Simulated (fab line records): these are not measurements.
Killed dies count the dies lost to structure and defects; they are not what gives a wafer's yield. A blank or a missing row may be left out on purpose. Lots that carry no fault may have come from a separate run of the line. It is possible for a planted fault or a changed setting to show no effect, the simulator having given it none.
fab line records	flow sky130
record: lots: 7	wafers: 20	lastDay: 50
route steps=708 shown METAL1@454 VIA1@458 PAD_OPEN@708
lots that met no fault: taken from a fault-free run of the same line
startH: the number of hours between the record's first day and the start of the first shown wafer of the lot	waitH: hours elapsed since this lot's preceding step	" identical to the entry in the row above	L1.1+2: a single row standing in for several wafers	- either no value or no given start	* or withheld: withheld	< > ~ a bound
route shown NAME@n: a module of which the file shows steps, and the number in the route of the first	usual: mean/standard deviation taken from wafers without a fault	same: alike in all rows	chamber/n: place in a boat	sites: the reading at each site	_std_site: how widely they spread, as a standard deviation	_edge_site: the outer-site mean with the inner-site mean subtracted	radiusMm: how far each site lies from the wafer's centre	mask NAME#n: copy n	behind: the tool/chamber that last shaped the wafer	hold: the reason the lot was held/the length of the hold in hours/how it ended	device: whichever transistor did not switch (one of n, p or np)	end of line: tests of these same wafers at the route's end	for a step that has no rows: nothing shown but its recipe	killed: not the wafer's yield, but the dies lost to structure and defects at the first sort	map: dies across one wafer; x = killed, . = not, _ = none there
set.NAME: the setting as run; set.NAME@STEP: as run at that earlier step	model.NAME: the simulator's own value behind a step, which no gauge read
lots at some steps of the route; a table a step, a row a wafer
services: when a tool's chamber went out of use (startH, in hours from the record's first day, below 0 if earlier), for how many hours, and the reason
== steps ==
step: SKY_METAL1_STRIP_20
recipe: chemistry: O2/N2	powerW: 1400	pressureMtorr: 1500	platenTempC: withheld	o2FlowSccm: 3000	n2FlowSccm: 300	overashFraction: 0.5
usual: drypumpMotorCurrentA: 6.15/0.21	n2FlowSccm: 300.1/0.93	oesProductAu: 0.343/0.0048	stripTimeToEndpointS: 2.69/0.039
lot.wafer	tool	chamber	startH	waitH	drypumpMotorCurrentA	n2FlowSccm	oesProductAu	rfHoursCounterH	stripTimeToEndpointS
L989.1	plasmaAsher-03	0	793.65	0.1	5.98	299.5	0.341	36	2.67
L989.5	"	0	"	"	5.93	300.1	0.344	-	2.69
L989.6	"	1	"	"	6.14	299.9	0.343	-	2.68
L990.1	plasmaAsher-01	1	803.00	0.1	6.39	300.5	0.340	100	2.71
L990.4	"	0	"	"	5.86	299.0	0.344	-	2.66
L990.5	"	1	"	"	6.39	301.0	0.344	-	2.68
L993.2	plasmaAsher-04	0	825.43	0.1	6.30	301.4	0.348	71	2.73
L993.5	"	0	"	"	6.32	301.5	0.348	-	2.75
L999.3	plasmaAsher-01	0	878.12	0.1	5.82	300.2	0.330	-	2.66
L999.4	"	1	"	"	6.38	300.5	0.340	-	2.70
L999.5	"	1	"	"	6.37	302.0	0.348	-	2.64
L100.2	plasmaAsher-04	1	882.25	0.1	6.24	299.4	0.340	78	2.71
L100.4	"	1	"	"	6.23	299.7	0.342	-	2.66
L100.6	"	0	"	"	6.32	300.9	0.351	-	2.72
L104.1	plasmaAsher-04	0	913.04	0.1	6.32	302.4	0.346	81	2.70
L104.4	"	1	"	"	6.22	300.2	0.346	-	2.65
L104.6	"	0	"	"	6.31	301.5	0.341	-	2.70
L108.2	plasmaAsher-03	1	927.94	0.1	6.16	300.2	0.348	49	2.69
L108.3	"	0	"	"	5.95	298.0	0.347	-	2.69
L108.6	"	0	"	"	5.97	298.6	0.336	-	2.70
step: SKY_METAL1_STRIP_21
recipe: chemistry: postEtchResidueRemover	timeS: 1200	tempC: 72.5
step: SKY_METAL1_CLEAN_22
recipe: chemistry: IPA	timeS: 180	tempC: 25
step: SKY_METAL1_CLEAN_23
recipe: chemistry: O3/DIW	dry: n2Spin
step: SKY_VIA1_HDPCVD_00
recipe: material: SiO2	targetThkNm: 1030	sigmaOpenFrac: 0.3	timeS: 171.7	tempC: 400	sih4FlowSccm: 60	pressureMtorr: 6
step: SKY_VIA1_THK_MEAS_01
recipe: reads: SiO2_of_VIA1_HDPCVD_00
usual: VIA1_HDPCVD_THK: 1027/11
lot.wafer	tool	chamber	startH	waitH	VIA1_HDPCVD_THK[nm]
L989.1	filmMetro-03	-	794.35	0.1	1017
L989.5	"	-	"	"	1035
L989.6	"	-	"	"	1015
L990.1	filmMetro-04	-	804.11	0.1	1026
L990.4	"	-	"	"	1036
L990.5	"	-	"	"	1035
L993.2	filmMetro-04	-	826.19	0.1	1043
L993.5	"	-	"	"	1047
L999.3	filmMetro-04	-	878.95	0.1	1025
L999.4	"	-	"	"	1027
L999.5	"	-	"	"	1035
L100.2	filmMetro-02	-	883.41	0.1	1021
L100.4	"	-	"	"	1011
L100.6	"	-	"	"	1008
L104.1	filmMetro-04	-	913.75	0.1	1037
L104.4	"	-	"	"	1023
L104.6	"	-	"	"	1022
L108.2	filmMetro-04	-	928.68	0.1	1039
L108.3	"	-	"	"	1039
L108.6	"	-	"	"	1038
step: SKY_VIA1_CMP_02
recipe: material: SiO2	downForcePsi: 4	platenRpm: 60	padVelocityMS: 0.94248
usual: motorCurrentA: 12.2/1.4
lot.wafer	tool	chamber	startH	waitH	motorCurrentA
L989.1	cmp-02	2	794.56	0.2	14.3
L989.6	"	3	"	"	10.3
L989.5	"	0	"	"	12.2
L990.1	cmp-02	2	804.27	0.1	13.3
L990.4	"	3	"	"	10.5
L990.5	"	0	"	"	11.6
L993.2	cmp-02	0	826.29	0.1	11.7
L993.5	"	0	"	"	12.0
L999.4	cmp-01	1	879.04	0.1	13.2
L999.3	"	3	"	"	13.9
L999.5	"	1	"	"	13.8
L100.2	cmp-01	3	883.46	0.0	14.0
L100.4	"	1	"	"	12.7
L100.6	"	3	"	"	13.6
L104.4	cmp-02	0	913.91	0.1	11.9
L104.1	"	1	"	"	11.2
L104.6	"	3	"	"	10.3
L108.2	cmp-02	2	929.07	0.4	14.1
L108.3	"	3	"	"	10.9
L108.6	"	1	"	"	11.3
step: SKY_VIA1_BOW_MEAS_03
recipe: mode: bow
usual: VIA1_BOW: 82/7.7
lot.wafer	tool	chamber	startH	waitH	VIA1_BOW[um]
L989.1	filmMetro-03	-	794.74	0.1	76
L989.5	"	-	"	"	79
L989.6	"	-	"	"	85
L990.1	filmMetro-03	-	804.48	0.2	75
L990.4	"	-	"	"	78
L990.5	"	-	"	"	81
L993.2	filmMetro-03	-	826.56	0.2	85
L993.5	"	-	"	"	85
L999.3	filmMetro-03	-	879.33	0.1	92
L999.4	"	-	"	"	85
L999.5	"	-	"	"	69
L100.2	filmMetro-04	-	883.78	0.3	79
L100.4	"	-	"	"	81
L100.6	"	-	"	"	76
L104.1	filmMetro-02	-	914.11	0.1	98
L104.4	"	-	"	"	86
L104.6	"	-	"	"	83
L108.2	filmMetro-02	-	929.29	0.2	77
L108.3	"	-	"	"	72
L108.6	"	-	"	"	75
step: SKY_VIA1_DEHYDRATE_04
recipe: tempC: 200	timeS: 60
step: SKY_VIA1_HMDS_05
recipe: primeTimeS: 60	primeTempC: 120
step: SKY_VIA1_COAT_06
recipe: resist: BARC	tempC: withheld	timeS: withheld	spinRpm: 3000	resistThkNm: 60
step: SKY_VIA1_COAT_07
recipe: resist: KrF-thick	spinRpm: 3000	resistThkNm: 450
step: SKY_VIA1_SOFTBAKE_08
recipe: tempC: 100	timeS: 90	resist: KrF-thick
usual: heaterPowerTotalW: 57.37/0.12	runLengthS: 119.12/0.18
lot.wafer	tool	chamber	startH	waitH	heaterPowerTotalW	runLengthS
L989.1	lithoTrack-04	0	807	-	57.56	119.41
L989.5	"	0	"	"	59.87	108.40
L989.6	"	0	"	"	57.17	119.30
L990.1	lithoTrack-04	0	817	-	57.42	119.35
L990.4	"	0	"	"	59.92	108.54
L990.5	"	0	"	"	59.77	108.40
L993.2	lithoTrack-04	0	839	-	57.48	119.42
L993.5	"	0	"	"	59.85	108.47
L999.3	lithoTrack-04	0	891	-	57.36	119.42
L999.4	"	0	"	"	57.57	119.60
L999.5	"	0	"	"	57.46	119.24
L100.2	lithoTrack-01	0	895	-	57.62	118.93
L100.4	"	0	"	"	57.39	118.94
L100.6	"	0	896	-	57.41	119.02
L104.1	lithoTrack-02	0	925	-	57.44	119.04
L104.4	"	0	"	"	57.52	119.13
L104.6	"	0	"	"	57.40	119.02
L108.2	lithoTrack-02	0	941	-	57.47	119.00
L108.3	"	0	"	"	57.53	119.13
L108.6	"	0	"	"	57.35	119.00
step: SKY_VIA1_EXPOSE_09
recipe: maskId: VIM	na: 0.8	sourceShape: annular	sigmaInner: 0.55	sigmaOuter: 0.85	targetCdNm: 150	doseMj: 38
step: SKY_PAD_OPEN_PROBE_99
usual: defectLimitedYield: 82.7/1.8	killed_at_M0_to_M3: 44/6.8	killed_at_M4_up: 3.2/1.7	killedAtContacts: 24/4.9	killedAtFrontEnd: 14/4.1	killedAtOther: 0.2/0.51	killedDies: 85/8.7	killedOpen: 46/6.8	killedShort: 39/6.1	sort_bin_3_pad_short: 0.9/0.43	sort_bin_5_function: 10.1/1.4	sort_bin_6_memory: 6.3/1.1	sortNPass: 407/8.7	sortYieldPct: 82.7/1.8
same: grossDies: 492	killedAtBackSide: 0	sort_bin_4_leakage[%]: 0	sort_bin_8_speed[%]: 0
lot.wafer	tool	chamber	startH	waitH	defectLimitedYield[%]	killed_at_M0_to_M3	killed_at_M4_up	killedAtContacts	killedAtFrontEnd	killedAtOther	killedDies	killedOpen	killedShort	sort_bin_3_pad_short[%]	sort_bin_5_function[%]	sort_bin_6_memory[%]	sortNPass	sortYieldPct[%]
L989.1	prober-02	-	1098.59	0.1	80.5	55	1	22	18	0	96	52	44	1.2	11.4	6.9	396	80.5
L989.5	prober-02	-	1098.79	0.2	84.8	31	7	23	14	0	75	40	35	0.8	9.3	5.1	417	84.8
L989.6	prober-02	-	1098.84	0.2	83.7	47	6	17	10	0	80	49	31	0.6	10.2	5.5	412	83.7
L990.1	prober-01	-	1104.49	0.1	79.5	60	3	35	3	0	101	43	58	1.0	12.4	7.1	391	79.5
L990.4	prober-01	-	1104.64	0.2	82.1	49	4	18	17	0	88	46	42	1.0	9.8	7.1	404	82.1
L990.5	prober-01	-	1104.69	0.2	81.5	38	5	34	14	0	91	57	34	0.4	11.8	6.3	401	81.5
L993.2	prober-02	-	1129.98	0.1	83.9	36	3	28	12	0	79	48	31	1.0	9.8	5.3	413	83.9
L993.5	prober-02	-	1130.13	0.2	82.3	46	2	26	13	0	87	47	40	1.0	10.6	6.1	405	82.3
L999.3	prober-02	-	1168.32	0.2	83.7	36	2	27	15	0	80	36	44	1.4	10.0	4.9	412	83.7
L999.4	prober-02	-	1168.37	0.2	83.9	38	4	25	11	1	79	40	39	1.4	8.7	5.9	413	83.9
L999.5	prober-02	-	1168.42	0.2	81.3	47	2	25	18	0	92	55	37	0.4	11.0	7.3	400	81.3
L100.2	prober-01	-	1169.77	0.1	81.9	46	1	24	18	0	89	45	44	0.8	10.8	6.5	403	81.9
L100.4	prober-01	-	1169.87	0.2	83.5	35	1	28	17	0	81	50	31	1.4	8.9	6.1	411	83.5
L100.6	prober-01	-	1169.97	0.2	81.7	38	2	31	19	0	90	42	48	1.6	9.3	7.3	402	81.7
L104.1	prober-02	-	1184.41	0.1	85.4	33	0	31	7	1	72	44	28	1.2	6.7	6.7	420	85.4
L104.4	prober-02	-	1184.56	0.2	85.6	34	6	19	12	0	71	37	34	0.8	7.7	5.9	421	85.6
L104.6	prober-02	-	1184.66	0.2	81.5	54	4	22	11	0	91	59	32	0.8	11.2	6.5	401	81.5
L108.2	prober-01	-	1196.51	0.1	83.1	40	3	27	13	0	83	46	37	0.6	8.9	7.3	409	83.1
L108.3	prober-01	-	1196.56	0.2	81.1	53	4	20	15	1	93	47	46	0.6	9.3	8.9	399	81.1
L108.6	prober-01	-	1196.71	0.2	84.1	34	3	25	16	0	78	48	30	0.8	9.6	5.5	414	84.1
killed by level:class
L989.1 VIA1:geometricParticle:open=13 FIELD_ISO:geometricParticle:open=7 CONTACT:geometricParticle:short=7 VIA1:geometricParticle:short=7 METAL2:geometricParticle:short=7 VIA3:geometricParticle:open=7 LI_CONTACT:geometricParticle:open=6 VIA2:geometricParticle:open=6
L989.5 CONTACT:geometricParticle:open=9 LI_CONTACT:geometricParticle:open=7 VIA1:geometricParticle:open=7 POLY_GATE:geometricParticle:short=5 METAL4:geometricParticle:short=5 FIELD_ISO:geometricParticle:short=4 METAL2:geometricParticle:short=4 VIA3:geometricParticle:open=4
L989.6 VIA1:geometricParticle:open=12 VIA3:geometricParticle:open=9 VIA2:geometricParticle:open=7 CONTACT:geometricParticle:open=6 FIELD_ISO:geometricParticle:open=4 METAL4:geometricParticle:short=4 LOCAL_INTERCONNECT:geometricParticle:short=3 CONTACT:geometricParticle:short=3
L990.1 METAL2:geometricParticle:short=14 VIA1:geometricParticle:open=10 CONTACT:geometricParticle:short=9 LOCAL_INTERCONNECT:geometricParticle:short=8 VIA3:geometricParticle:open=8 CONTACT:geometricParticle:open=7 METAL1:geometricParticle:short=7 LI_CONTACT:geometricParticle:open=6
L990.4 VIA1:geometricParticle:open=12 VIA2:geometricParticle:open=8 FIELD_ISO:geometricParticle:open=6 CONTACT:geometricParticle:short=6 METAL2:geometricParticle:short=6 METAL3:geometricParticle:short=6 CONTACT:geometricParticle:open=5 POLY_GATE:geometricParticle:short=4
L990.5 CONTACT:geometricParticle:open=15 LI_CONTACT:geometricParticle:open=11 METAL1:geometricParticle:short=7 VIA1:geometricParticle:open=7 POLY_GATE:geometricParticle:open=5 VIA1:geometricParticle:short=5 VIA2:geometricParticle:open=5 FIELD_ISO:geometricParticle:open=3
L993.2 VIA2:geometricParticle:open=10 CONTACT:geometricParticle:short=8 LI_CONTACT:geometricParticle:open=7 CONTACT:geometricParticle:open=7 VIA3:geometricParticle:open=6 VIA1:geometricParticle:open=6 FIELD_ISO:geometricParticle:open=5 VIA1:geometricParticle:short=5
L993.5 VIA1:geometricParticle:open=12 CONTACT:geometricParticle:open=10 LOCAL_INTERCONNECT:geometricParticle:short=8 METAL1:geometricParticle:short=7 FIELD_ISO:geometricParticle:short=6 FIELD_ISO:geometricParticle:open=6 VIA2:geometricParticle:open=6 VIA1:geometricParticle:short=5
L999.3 CONTACT:geometricParticle:open=7 LI_CONTACT:geometricParticle:open=7 VIA3:geometricParticle:open=7 LOCAL_INTERCONNECT:geometricParticle:short=7 FIELD_ISO:geometricParticle:short=5 VIA2:geometricParticle:open=5 METAL1:geometricParticle:short=5 VIA1:geometricParticle:short=5
L999.4 VIA1:geometricParticle:open=7 VIA3:geometricParticle:open=7 LI_CONTACT:geometricParticle:open=6 LI_CONTACT:geometricParticle:short=6 VIA2:geometricParticle:open=5 CONTACT:geometricParticle:short=5 METAL2:geometricParticle:short=5 FIELD_ISO:geometricParticle:short=4
L999.5 VIA1:geometricParticle:open=10 CONTACT:geometricParticle:open=10 METAL1:geometricParticle:short=9 FIELD_ISO:geometricParticle:open=8 METAL2:geometricParticle:short=7 METAL1:geometricParticle:open=6 FIELD_ISO:geometricParticle:short=4 LI_CONTACT:geometricParticle:open=4
L100.2 VIA1:geometricParticle:open=8 CONTACT:geometricParticle:open=7 FIELD_ISO:geometricParticle:short=6 POLY_GATE:geometricParticle:open=6 VIA2:geometricParticle:open=6 VIA3:geometricParticle:open=6 VIA3:geometricParticle:short=5 LI_CONTACT:geometricParticle:open=5
L100.4 CONTACT:geometricParticle:open=12 VIA1:geometricParticle:open=10 CONTACT:geometricParticle:short=6 VIA3:geometricParticle:open=6 POLY_GATE:geometricParticle:short=5 LI_CONTACT:geometricParticle:open=5 FIELD_ISO:geometricParticle:open=4 POLY_GATE:geometricParticle:open=4
L100.6 VIA1:geometricParticle:open=10 CONTACT:geometricParticle:short=9 LI_CONTACT:geometricParticle:open=7 VIA3:geometricParticle:open=7 FIELD_ISO:geometricParticle:open=5 FIELD_ISO:geometricParticle:short=5 LI_CONTACT:geometricParticle:short=5 CONTACT:geometricParticle:open=5
L104.1 CONTACT:geometricParticle:open=10 VIA1:geometricParticle:open=10 LI_CONTACT:geometricParticle:open=8 LI_CONTACT:geometricParticle:short=6 METAL2:geometricParticle:short=6 VIA2:geometricParticle:open=6 LOCAL_INTERCONNECT:geometricParticle:short=4 POLY_GATE:geometricParticle:open=3
L104.4 VIA1:geometricParticle:open=11 CONTACT:geometricParticle:open=8 VIA1:geometricParticle:short=7 FIELD_ISO:geometricParticle:open=4 VIA3:geometricParticle:open=4 METAL4:geometricParticle:short=4 FIELD_ISO:geometricParticle:short=3 LI_CONTACT:geometricParticle:short=3
L104.6 VIA1:geometricParticle:open=13 CONTACT:geometricParticle:open=10 VIA3:geometricParticle:open=10 VIA2:geometricParticle:open=9 METAL2:geometricParticle:short=7 LI_CONTACT:geometricParticle:open=7 VIA1:geometricParticle:short=5 FIELD_ISO:geometricParticle:open=4
L108.2 VIA1:geometricParticle:open=11 METAL1:geometricParticle:short=8 LI_CONTACT:geometricParticle:open=8 CONTACT:geometricParticle:open=8 LI_CONTACT:geometricParticle:short=5 LOCAL_INTERCONNECT:geometricParticle:short=5 VIA2:geometricParticle:open=4 FIELD_ISO:geometricParticle:short=3
L108.3 VIA1:geometricParticle:open=13 METAL2:geometricParticle:short=12 CONTACT:geometricParticle:open=11 METAL1:geometricParticle:short=6 FIELD_ISO:geometricParticle:open=4 POLY_GATE:geometricParticle:open=4 LI_CONTACT:geometricParticle:open=4 VIA1:geometricParticle:short=4
L108.6 VIA1:geometricParticle:open=14 CONTACT:geometricParticle:open=11 LI_CONTACT:geometricParticle:open=8 POLY_GATE:geometricParticle:open=5 POLY_GATE:geometricParticle:short=4 CONTACT:geometricParticle:short=4 FIELD_ISO:geometricParticle:short=3 METAL2:geometricParticle:short=3
== services ==
tool	chamber	startH	hours	kind
cmp-01	-	786.15	4.3	repair
plasmaAsher-03	-	794.37	15.5	repair
plasmaAsher-03	-	804.96	1.6	repair
cmp-01	-	826.63	3.8	pm
cmp-01	-	833.79	0.7	repair
cmp-01	-	860.22	4.5	repair
cmp-01	-	880.50	1.1	repair
plasmaAsher-04	-	888.74	0.7	repair
cmp-01	-	907.57	6.3	repair
plasmaAsher-01	-	909.84	1.5	repair
plasmaAsher-04	-	921.03	0.7	repair
cmp-01	-	925.51	4.0	pm
cmp-01	-	929.51	-	consumableReplace:conditioner
cmp-01	-	929.51	-	consumableReplace:pad
cmp-01	-	931.54	3.7	repair
== key ==
firstSign: step: SKY_VIA1_SOFTBAKE_08	reading: runLengthS	direction: down	sigmas: 60	usual: *	struck: *
effect: step: SKY_VIA1_SOFTBAKE_08	reading: heaterPowerTotalW	direction: up	sigmas: 21	usual: *	struck: *
metAt SKY_VIA1_SOFTBAKE_08
struckWafers L989.5,L990.4,L990.5,L993.5
fault: kind: processParameterDrift	tool: lithoTrack-04	chamber: -	onsetH: 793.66	steps: SKY_VIA1_SOFTBAKE_08	channel: timeS	offset: *	shape: step	endH: 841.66	scope: struckWafersOnly	actsIn: *	stated: *
